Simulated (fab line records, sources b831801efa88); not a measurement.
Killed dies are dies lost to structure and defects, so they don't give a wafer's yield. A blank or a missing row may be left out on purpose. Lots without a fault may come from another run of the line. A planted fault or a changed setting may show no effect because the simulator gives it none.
A struck lot beside a sound one | flow sky130 | 20 steps out of a route of 708
Sound: wafers L397.2, L397.3, L397.4. Struck: wafer L405.1. (L405.2, L405.5 of the same lot were not struck and are left out.) The cause comes at the end.
At each step with rows: each side's tool, then ch and its chambers, then its first start. Under that, the readings that differ: sound wafers | struck wafers | difference of the means | sigmas: that difference in standard deviations of wafers without a fault.
alike: readings whose means differ by less than 2 such deviations, and words and numbers that are the same on both sides. not compared: withheld readings, readings that some wafer has no value for, bounds like >300 that may hide the same value, and numbers for which the record gives no deviation and whose values overlap.
The two part at a step that has a row with sigmas, a row that says differs or no value, or rows on one side only. Numbers that don't overlap but have no deviation are shown without sigmas and don't part them. A reading that every wafer of one side lacks parts them only if that side has two wafers or more.

first, 3 steps without rows for these wafers: SKY_PASSIVATION_EXPOSE_08 (exposes mask NSM, target cd 3000 nm); SKY_PASSIVATION_PEB_09; SKY_PASSIVATION_DEVELOP_10 (develop time 61.54 s).
SKY_PASSIVATION_ETCH_11: etches the open film in CF4/O2, stops on AlCu, target depth 725 nm, time 161.1 s.
  sound on rie_diel-01 ch 1,2,3, day 45 14:40; struck on rie_diel-04 ch 2, day 47 04:13
  alike: drypump_motor_current_A, oes_product_au, throttle_valve_pct
  not compared: rf_hours_counter_h
SKY_PASSIVATION_STRIP_12: strips in O2/N2.
  sound on plasma_asher-01 ch 0,1, day 45 14:47; struck on plasma_asher-03 ch 1, day 47 04:19
  alike: drypump_motor_current_A, n2_flow_sccm, o2_flow_sccm, oes_product_au, strip_time_to_endpoint_s
  not compared: rf_hours_counter_h
then, 7 steps without rows for these wafers: SKY_PAD_OPEN_DEHYDRATE_00 (time 58.43 s); SKY_PAD_OPEN_HMDS_01 (prime time 60 s); SKY_PAD_OPEN_COAT_02 (resist thk 3000 nm); SKY_PAD_OPEN_SOFTBAKE_03; SKY_PAD_OPEN_EXPOSE_04 (exposes mask PDM, target cd 60000 nm); SKY_PAD_OPEN_PEB_05; SKY_PAD_OPEN_DEVELOP_06 (develop time 60 s).
SKY_PAD_OPEN_ETCH_07: etches the open film in CF4/O2, stops on AlCu, target depth 725 nm, time 161.1 s.
  sound on rie_diel-03 ch 0,1,3, day 46 11:34; struck on rie_diel-01 ch 2, day 47 23:58
  alike: drypump_motor_current_A, oes_product_au, throttle_valve_pct
  not compared: rf_hours_counter_h
SKY_PAD_OPEN_STRIP_08: strips in O2/N2.
  sound on plasma_asher-03 ch 0,1, day 46 11:41; struck on plasma_asher-03 ch 0, day 48 00:04
  reading             | sound             | struck | difference | sigmas
  n2_flow_sccm (sccm) | 300.2 301.0 301.4 | 299.1  | -1.8       | -2
  alike: drypump_motor_current_A, o2_flow_sccm, oes_product_au
  not compared: rf_hours_counter_h
then, 4 steps without rows for these wafers: SKY_PAD_OPEN_STRIP_09 (strips in post etch residue remover, time 1200 s); SKY_PAD_OPEN_CLEAN_10 (cleans in IPA, time 180 s); SKY_PAD_OPEN_CLEAN_11 (cleans in O3/DIW); SKY_PAD_OPEN_ANNEAL_12.
SKY_PAD_OPEN_BOW_MEAS_13:
  sound on film_metro-03, day 46 14:01; struck on film_metro-02, day 48 02:49
  alike: PAD_OPEN_BOW
SKY_PAD_OPEN_PROBE_99:
  sound on prober-02, day 46 14:10; struck on prober-01, day 48 02:56
  reading                               | sound              | struck | difference | sigmas
  defect_limited_yield (%)              | 83.1 83.1 80.7     | 69.1   | -13.2      | -7
  killed_at_other                       | 0 0 0              | 54     | +54        | +73
  killed_dies                           | 83 83 95           | 152    | +65        | +7
  sort_bin_3_pad_short (%)              | 2.2 0.6 0.8        | 2.8    | +1.6       | +4
  sort_bin_5_function (%)               | 8.3 9.6 12.4       | 20.5   | +10.4      | +7
  sort_n_pass                           | 409 409 397        | 340    | -65        | -7
  sort_yield_pct (%)                    | 83.1 83.1 80.7     | 69.1   | -13.2      | -7
  model.etest.tester.sort_n_pass        | 409 409 397        | 340    | -65        |
  model.etest.tester.sort_yield_pct (%) | 83.13 83.13 80.69  | 69.11  | -13.21     |
  model.etest.tester.sort_bin_5_pct (%) | 8.333 9.553 12.4   | 20.53  | +10.43     |
  model.etest.tester.sort_bin_3_pct (%) | 2.236 0.6098 0.813 | 2.846  | +1.626     |
  alike: killed_at_M0_to_M3, killed_at_M4_up, killed_at_contacts, killed_at_front_end, killed_on_rim, killed_open, killed_short, sort_bin_6_memory

WHERE THEY PART
First at SKY_PAD_OPEN_STRIP_08; last, within this record, at SKY_PAD_OPEN_PROBE_99.

WHY: what the simulator had put in
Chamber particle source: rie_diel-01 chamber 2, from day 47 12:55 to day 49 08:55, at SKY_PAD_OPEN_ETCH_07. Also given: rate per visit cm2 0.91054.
